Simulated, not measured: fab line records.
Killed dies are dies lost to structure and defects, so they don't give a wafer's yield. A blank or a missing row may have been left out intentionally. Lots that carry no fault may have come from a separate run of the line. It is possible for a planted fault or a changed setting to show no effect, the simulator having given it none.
fab line records ; flow gf180mcu
[record] lots = 15; wafers = 45; lastDay = 34
route steps=602 shown V2@399 M3@409
lots with no fault: from the same line, run without faults
startH: hours from the record's opening day to when the first of the lot's shown wafers began ; waitH: hours elapsed since this lot's preceding step ; " the same as in the row above ; L1.1+2: a row that stands for several wafers ; - no value, or no start given ; * or withheld: withheld ; < > ~ a bound
route shown NAME@n: a module of which the file shows steps, and the number in the route of the first ; usual: average and standard deviation across the fault-free wafers ; same: alike in all rows ; chamber/n: place in a boat ; sites: per-site readings ; _std_site: the values' standard deviation ; _edge_site: mean of outer sites minus mean of inner sites ; radiusMm: how far each site lies from the wafer's centre ; mask NAME#n: copy n ; behind: the most recent tool/chamber to have shaped the wafer ; hold: why the lot went on hold/how many hours it stayed there/how the hold came to an end ; device: the transistor (n, p or np) that didn't switch ; end of line: the same wafers' tests at the end of the route ; step lacking rows: just its recipe ; killed: not the wafer's yield, but the dies lost to structure and defects at the first sort ; map: the dies of a wafer, with x for killed, . for not killed, _ for no die there
set.NAME: the setting that was run; set.NAME@STEP: the one run at that earlier step ; model.NAME: the simulator's own value behind a step, which no gauge read
one table for each step of the route and one row for each wafer, over a sample of lots
services: when a tool's chamber went out of use (startH, in hours from the record's first day, below 0 if earlier), for how many hours, and the reason
[[steps]]
[step GF_V2_ETCH_17]
[recipe] chemistry = C4F8/O2/Ar; maskMaterial = KrF; target = SiO2; stopOn = TiN; sourceW = 1500; biasW = 1200; pressureMtorr = 40; c4f8FlowSccm = withheld; O2_flow_sccm = 6; Ar_flow_sccm = 300; timeS = withheld; targetDepthA = 6300
[usual] oesProductAu = 0.856/0.0052
lot.wafer;tool;chamber;startH;waitH;oesProductAu
L935.1;rieDiel-02;3;-;-;0.855
L935.4;rieDiel-02;1;-;-;0.860
L935.5;rieDiel-02;3;-;-;0.859
L937.2;rieDiel-02;2;-;-;0.850
L937.3;rieDiel-02;3;-;-;0.866
L937.5;rieDiel-02;3;-;-;0.849
L939.1;rieDiel-04;0;-;-;0.851
L939.2;rieDiel-04;3;-;-;0.856
L939.4;rieDiel-04;2;-;-;0.850
L940.1;rieDiel-02;2;-;-;0.858
L940.4;rieDiel-02;3;-;-;0.861
L940.5;rieDiel-02;0;-;-;0.856
L941.1;rieDiel-04;0;-;-;0.866
L941.4;rieDiel-04;0;-;-;0.858
L941.5;rieDiel-04;2;-;-;0.861
L943.2;rieDiel-03;0;-;-;0.850
L943.3;rieDiel-03;1;-;-;0.850
L943.4;rieDiel-03;3;-;-;0.855
L944.2;rieDiel-03;1;-;-;0.851
L944.4;rieDiel-03;2;-;-;0.859
L944.6;rieDiel-03;0;-;-;0.861
L945.1;rieDiel-03;0;-;-;0.863
L945.3;rieDiel-03;1;-;-;0.859
L945.4;rieDiel-03;3;-;-;0.852
L946.1;rieDiel-03;0;-;-;0.851
L946.2;rieDiel-03;1;-;-;0.863
L946.6;rieDiel-03;2;-;-;0.852
L947.1;rieDiel-02;1;-;-;0.858
L947.2;rieDiel-02;3;-;-;0.861
L947.5;rieDiel-02;0;-;-;0.861
L948.2;rieDiel-04;1;-;-;0.852
L948.5;rieDiel-04;0;-;-;0.860
L948.6;rieDiel-04;3;-;-;0.857
L949.1;rieDiel-04;2;-;-;0.856
L949.2;rieDiel-04;0;-;-;0.865
L949.6;rieDiel-04;0;-;-;0.857
L950.3;rieDiel-02;0;-;-;0.852
L950.4;rieDiel-02;3;-;-;0.852
L950.6;rieDiel-02;2;-;-;0.862
L955.3;rieDiel-02;3;-;-;0.858
L955.4;rieDiel-02;2;-;-;0.862
L955.6;rieDiel-02;3;-;-;0.862
L956.2;rieDiel-04;3;-;-;0.858
L956.5;rieDiel-04;0;-;-;0.855
L956.6;rieDiel-04;3;-;-;0.859
[step GF_V2_SPUTTER_22]
[recipe] material = TiN; targetThkNm = 10; chamberPressurePa = 5; powerW = 4000; timeS = 40
[usual] cathodeDcPowerW = 4000.0/0.59; chamberPressurePa = 4.999/0.01; throttleValvePct = 29.9/0.99
lot.wafer;tool;chamber;startH;waitH;cathodeDcPowerW;chamberPressurePa;throttleValvePct
L935.1;pvdSputter-01;-;482.62;0.1;4000.8;5.005;30.6
L935.4;pvdSputter-01;-;482.62;0.1;4000.1;4.993;31.1
L935.5;pvdSputter-01;-;482.62;0.1;3998.9;5.014;30.3
L937.2;pvdSputter-02;-;502.55;0.0;4000.5;4.974;30.0
L937.3;pvdSputter-02;-;502.55;0.0;3999.0;5.006;28.0
L937.5;pvdSputter-02;-;502.55;0.0;4000.7;5.003;30.7
L939.1;pvdSputter-03;-;526.43;0.0;4000.6;4.992;29.5
L939.2;pvdSputter-03;-;526.43;0.0;4001.2;5.008;30.0
L939.4;pvdSputter-03;-;526.43;0.0;3999.0;5.016;29.6
L940.1;pvdSputter-02;-;528.01;0.0;3999.7;5.004;28.1
L940.4;pvdSputter-02;-;528.01;0.0;3999.1;5.005;30.3
L940.5;pvdSputter-02;-;528.01;0.0;3999.8;4.989;30.5
L941.1;pvdSputter-02;-;544.43;0.0;3999.7;4.994;30.0
L941.4;pvdSputter-02;-;544.43;0.0;3999.7;4.995;28.0
L941.5;pvdSputter-02;-;544.43;0.0;3999.9;4.982;27.7
L943.2;pvdSputter-01;-;560.73;0.0;3999.2;5.000;31.0
L943.3;pvdSputter-01;-;560.73;0.0;4000.4;4.989;30.5
L943.4;pvdSputter-01;-;560.73;0.0;3999.8;5.002;30.4
L944.2;pvdSputter-01;-;566.72;0.0;4000.7;4.996;30.7
L944.4;pvdSputter-01;-;566.72;0.0;3999.5;5.017;30.3
L944.6;pvdSputter-01;-;566.72;0.0;3998.8;5.009;30.4
L945.1;pvdSputter-02;-;569.80;0.0;4000.0;5.010;30.2
L945.3;pvdSputter-02;-;569.80;0.0;4001.3;5.006;30.6
L945.4;pvdSputter-02;-;569.80;0.0;3999.7;4.982;30.7
L946.1;pvdSputter-02;-;586.40;0.0;3999.9;4.997;30.2
L946.2;pvdSputter-02;-;586.40;0.0;3999.9;4.997;27.7
L946.6;pvdSputter-02;-;586.40;0.0;4001.1;4.999;30.8
L947.1;pvdSputter-02;-;590.54;0.0;4000.1;5.027;30.0
L947.2;pvdSputter-02;-;590.54;0.0;4000.2;4.999;28.0
L947.5;pvdSputter-02;-;590.54;0.0;4000.3;4.979;27.5
L948.2;pvdSputter-02;-;596.39;0.0;-;-;-
L948.5;pvdSputter-02;-;596.39;0.0;-;-;-
L948.6;pvdSputter-02;-;596.39;0.0;-;-;-
L949.1;pvdSputter-02;-;608.61;0.0;-;-;-
L949.2;pvdSputter-02;-;608.61;0.0;-;-;-
L949.6;pvdSputter-02;-;608.61;0.0;-;-;-
L950.3;pvdSputter-02;-;612.61;0.0;-;-;-
L950.4;pvdSputter-02;-;612.61;0.0;-;-;-
L950.6;pvdSputter-02;-;612.61;0.0;-;-;-
L955.3;pvdSputter-02;-;645.62;0.0;3999.5;4.998;30.4
L955.4;pvdSputter-02;-;645.62;0.0;4000.1;5.018;30.6
L955.6;pvdSputter-02;-;645.62;0.0;4000.0;5.017;30.1
L956.2;pvdSputter-02;-;657.30;0.0;3999.1;4.989;27.6
L956.5;pvdSputter-02;-;657.30;0.0;4000.1;4.998;27.8
L956.6;pvdSputter-02;-;657.30;0.0;3999.3;4.984;30.4
[step GF_M3_SPUTTER_00]
[recipe] material = Ti; targetThkNm = 37.5; arrivingIonEnergyEv = 80; substrateTempC = 200; chamberPressurePa = 2; powerW = 4000; timeS = 150
[usual] cathodeDcPowerW = 4000.0/0.78; chamberPressurePa = 2.000/0.004; substrateTempC = 200.02/0.16; throttleValvePct = 30.2/0.97
lot.wafer;tool;chamber;startH;waitH;cathodeDcPowerW;chamberPressurePa;substrateTempC;throttleValvePct
L935.1;pvdSputter-04;-;483.30;0.1;3999.8;2.007;200.06;28.6
L935.4;pvdSputter-04;-;483.30;0.1;4000.5;1.993;199.96;29.4
L935.5;pvdSputter-04;-;483.30;0.1;4000.6;2.000;199.90;29.1
L937.2;pvdSputter-01;-;503.18;0.2;3999.7;1.998;200.09;30.3
L937.3;pvdSputter-01;-;503.18;0.2;3999.4;1.998;200.05;30.5
L937.5;pvdSputter-01;-;503.18;0.2;4000.0;1.993;199.99;30.1
L939.1;pvdSputter-01;-;527.06;0.2;4000.5;1.999;199.84;30.0
L939.2;pvdSputter-01;-;527.06;0.2;3999.4;1.997;200.01;30.6
L939.4;pvdSputter-01;-;527.06;0.2;3999.8;1.999;200.17;31.1
L940.1;pvdSputter-04;-;528.64;0.1;3998.5;1.999;200.28;31.9
L940.4;pvdSputter-04;-;528.64;0.1;4001.2;2.007;200.25;29.4
L940.5;pvdSputter-04;-;528.64;0.1;4001.1;2.007;199.95;29.3
L941.1;pvdSputter-04;-;545.06;0.2;4001.0;2.000;200.01;30.9
L941.4;pvdSputter-04;-;545.06;0.2;4000.3;1.997;199.88;28.9
L941.5;pvdSputter-04;-;545.06;0.2;3998.7;1.996;200.14;30.6
L943.2;pvdSputter-02;-;561.36;0.2;3998.7;1.999;200.00;30.5
L943.3;pvdSputter-02;-;561.36;0.2;3999.8;1.992;199.96;27.8
L943.4;pvdSputter-02;-;561.36;0.2;4000.7;2.003;199.90;30.5
L944.2;pvdSputter-01;-;567.93;0.1;3999.4;1.996;199.90;30.3
L944.4;pvdSputter-01;-;567.93;0.1;3999.7;2.000;200.12;30.1
L944.6;pvdSputter-01;-;567.93;0.1;4000.9;2.004;200.09;30.3
L945.1;pvdSputter-01;-;570.43;0.1;3999.6;1.997;200.14;31.0
L945.3;pvdSputter-01;-;570.43;0.1;3999.1;1.999;199.86;30.3
L945.4;pvdSputter-01;-;570.43;0.1;3999.7;2.000;200.07;30.3
L946.1;pvdSputter-04;-;587.03;0.1;4000.0;2.006;200.32;29.6
L946.2;pvdSputter-04;-;587.03;0.1;3999.3;1.999;200.03;28.5
L946.6;pvdSputter-04;-;587.03;0.1;3999.5;2.004;200.20;29.3
L947.1;pvdSputter-01;-;591.17;0.1;3998.6;2.006;199.86;30.0
L947.2;pvdSputter-01;-;591.17;0.1;4000.2;2.002;199.87;30.4
L947.5;pvdSputter-01;-;591.17;0.1;4000.4;2.002;199.94;30.2
L955.3;pvdSputter-01;-;646.25;0.2;3999.7;1.996;200.01;30.7
L955.4;pvdSputter-01;-;646.25;0.2;4001.0;2.002;199.82;30.2
L955.6;pvdSputter-01;-;646.25;0.2;3999.8;1.998;200.39;30.1
L956.2;pvdSputter-02;-;657.93;0.2;3999.1;2.001;199.69;30.8
L956.5;pvdSputter-02;-;657.93;0.2;4000.3;2.010;200.27;30.3
L956.6;pvdSputter-02;-;657.93;0.2;4001.4;1.996;199.99;27.9
[[services]]
tool;chamber;startH;hours;kind
rieDiel-03;1;461.92;1.9;repair
rieDiel-02;0;474.94;-;clean
rieDiel-02;0;474.94;17.7;scheduledDown
rieDiel-02;0;474.94;17.7;ventCycle
pvdSputter-01;-;478.90;2.3;repair
pvdSputter-01;-;490.01;11.6;repair
rieDiel-02;3;504.05;2.9;repair
rieDiel-03;-;510.04;14.6;pm
rieDiel-03;2;528.47;1.9;repair
pvdSputter-04;-;529.79;0.6;repair
rieDiel-04;1;541.45;-;clean
rieDiel-04;1;541.45;13.1;scheduledDown
rieDiel-02;3;549.29;9.9;repair
rieDiel-03;1;557.04;2.0;repair
rieDiel-02;-;559.84;0.6;repair
rieDiel-04;1;582.83;2.6;repair
pvdSputter-03;-;587.28;2.5;repair
pvdSputter-02;-;602.87;5.4;repair
rieDiel-04;3;607.54;4.2;repair
rieDiel-03;3;633.57;10.1;repair
rieDiel-02;1;635.85;-;clean
rieDiel-02;1;635.85;17.4;scheduledDown
rieDiel-02;1;635.85;17.4;ventCycle
pvdSputter-03;-;641.78;1.8;repair
[[key]]
[firstSign] step = GF_V2_SPUTTER_22; reading = toolRecord; direction = missing
effect none on later readings
metAt GF_V2_SPUTTER_22
struckLots L948,L949,L950
laterRowsLeftOut L948.2,L948.5,L948.6,L949.1,L949.2,L949.6,L950.3,L950.4,L950.6
sortLeftOut L948.2,L948.5,L948.6,L949.1,L949.2,L949.6,L950.3,L950.4,L950.6
notActingAt GF_V2_ETCH_17,GF_M3_SPUTTER_00
onsetBetween 590.54 596.39
[fault] kind = skippedStepWhole; tool = pvdSputter-02; chamber = -; onsetH = 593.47; steps = GF_V2_SPUTTER_22; scope = struckLotsOnly
// sortLeftOut: the simulated sort isn't trusted on such a fault, so these wafers' sort isn't shown, and their yield isn't known
// laterRowsLeftOut: the simulator's readings of these wafers behind a module that went badly wrong aren't trusted and aren't shown, but for the sort
